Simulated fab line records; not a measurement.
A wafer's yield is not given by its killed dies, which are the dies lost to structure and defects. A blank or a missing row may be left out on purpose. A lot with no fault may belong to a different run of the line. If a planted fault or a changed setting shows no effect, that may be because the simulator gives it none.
Chamber matching || flow gf180mcu || GF_V4_CVD_02 on pecvd-01: 3 sister chambers
The step deposits SiO2 from TEOS, target thk 850 nm, time 94.851 s. 6 wafers are shown with their chamber, then 7 later ones without.

## WAFERS PAIRED WITH THEIR CHAMBERS
{"wafer": "L571.4", "chamber": 1, "heater_power_w (W)": 590}
{"wafer": "L576.4", "chamber": 1, "heater_power_w (W)": 583}
{"wafer": "L578.1", "chamber": 2, "heater_power_w (W)": 691}
{"wafer": "L578.6", "chamber": 2, "heater_power_w (W)": 599}
{"wafer": "L579.3", "chamber": 0, "heater_power_w (W)": 646}
{"wafer": "L579.5", "chamber": 0, "heater_power_w (W)": 705}

## WAFERS WHOSE CHAMBER IS MISSING
{"wafer": "L579.6", "heater_power_w (W)": 667}
{"wafer": "L582.2", "heater_power_w (W)": 617}
{"wafer": "L582.3", "heater_power_w (W)": 595}
{"wafer": "L582.4", "heater_power_w (W)": 637}
{"wafer": "L594.2", "heater_power_w (W)": 591}
{"wafer": "L594.3", "heater_power_w (W)": 742}
{"wafer": "L594.6", "heater_power_w (W)": 548}

## EACH ONE'S CHAMBER
{"wafer": "L579.6", "from the rows above": "can't be placed: 0 or 2 or 1", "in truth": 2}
{"wafer": "L582.2", "from the rows above": "can't be placed: 2 or 1 or 0", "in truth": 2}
{"wafer": "L582.3", "from the rows above": "can't be placed: 1 or 2 or 0", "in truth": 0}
{"wafer": "L582.4", "from the rows above": "can't be placed: 2 or 0 or 1", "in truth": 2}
{"wafer": "L594.2", "from the rows above": "can't be placed: 1 or 2 or 0", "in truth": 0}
{"wafer": "L594.3", "from the rows above": "can't be placed: 0 or 2 or 1", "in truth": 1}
{"wafer": "L594.6", "from the rows above": "can't be placed: 1 or 2 or 0", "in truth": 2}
Correct placement for 0 of the 7. Not placeable from these rows: 7 (in 7, the candidates include the true chamber). 0 placed wrongly.
How it was worked out, from the rows above alone: a wafer's distance from a chamber is the root of the sum, over the readings, of the square of ((its reading less the chamber's mean) divided by the reading's scatter). The wafer belongs to the nearest chamber; if the next one is less than 2 further off, it can't be placed. The mean given for a chamber averages the wafers shown for that chamber. How the scatter is found: for the shown wafers, subtract from each reading the mean of its chamber, square and add these, divide the total by (wafers less chambers), then take the root.
